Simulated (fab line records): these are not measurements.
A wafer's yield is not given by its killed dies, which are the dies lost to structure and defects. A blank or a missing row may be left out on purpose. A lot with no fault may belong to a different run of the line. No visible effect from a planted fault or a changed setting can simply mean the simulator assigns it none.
Which of the tools did it? | flow sky130 | 42 wafers sampled from 14 lots at 1 step of a route of 708

WHAT THE GAUGES READ, wafer by wafer
SKY_VIA3_THK_MEAS_01.
lot  | measured     | on            | VIA3_HDPCVD_THK (nm)
L347 | day 38 19:46 | film_metro-02 | 1577 1579 1566
L349 | day 39 12:10 | film_metro-02 | 1555 1541 1559
L350 | day 39 20:17 | film_metro-02 | 1558 1565 1565
L351 | day 39 22:41 | film_metro-02 | 1586 1588 1559
L353 | day 40 20:01 | film_metro-03 | 1522 1550 1562
L354 | day 41 00:23 | film_metro-02 | 1531 1530 1544
L360 | day 43 02:07 | film_metro-02 | 1542 1542 1565
L363 | day 43 16:01 | film_metro-02 | 1565 1575 1550
L364 | day 43 19:08 | film_metro-01 | 1570 1581 1554
L365 | day 44 01:07 | film_metro-02 | 1567 1552 1577
L366 | day 44 07:04 | film_metro-03 | 1558 1565 1567
L367 | day 44 13:38 | film_metro-01 | 1550 1591 1576
L368 | day 44 18:17 | film_metro-02 | 1559 1517 1554
L369 | day 44 23:53 | film_metro-01 | 1549 1565 1547

WHAT TOOL EACH LOT RAN ON (gives the tool, then ch and the chambers of the sampled wafers, and finally the start)
Record: no process step prior to these readings.

AS READ BY THE TOOLS THEMSELVES (means over the sampled wafers that have a number; for cases with no such wafer, the mark the record gives instead)
The record holds no such reading with a usual standard deviation.

THE ANSWER, worked out from the rows above alone
Rule: the lots themselves supply what counts as usual. Put in order of their means at a reading, lots are off if they are a third of the lots or fewer, leave a main group of 4 or more, and stand apart from it by a gap of 3 or more times the standard deviation of the main group's means; of several such gaps the widest counts. If all means in a main group match to the digits the tables above print for the reading, that group is not used. A lot without any number at a reading at which 4 lots or more have one is off too. Where the step has rows for the other lots, those lots are counted as sound. After the gauges, taken in route order, come the tools' own readings; for these a lot's mean is taken, as printed above. The first step at which some lot is off is used, and at that step the reading that is off furthest; a lot without a number counts as furthest.
No lot is off at any reading shown: from this, nothing can be told.

WHAT THE SIMULATOR HAD INSERTED
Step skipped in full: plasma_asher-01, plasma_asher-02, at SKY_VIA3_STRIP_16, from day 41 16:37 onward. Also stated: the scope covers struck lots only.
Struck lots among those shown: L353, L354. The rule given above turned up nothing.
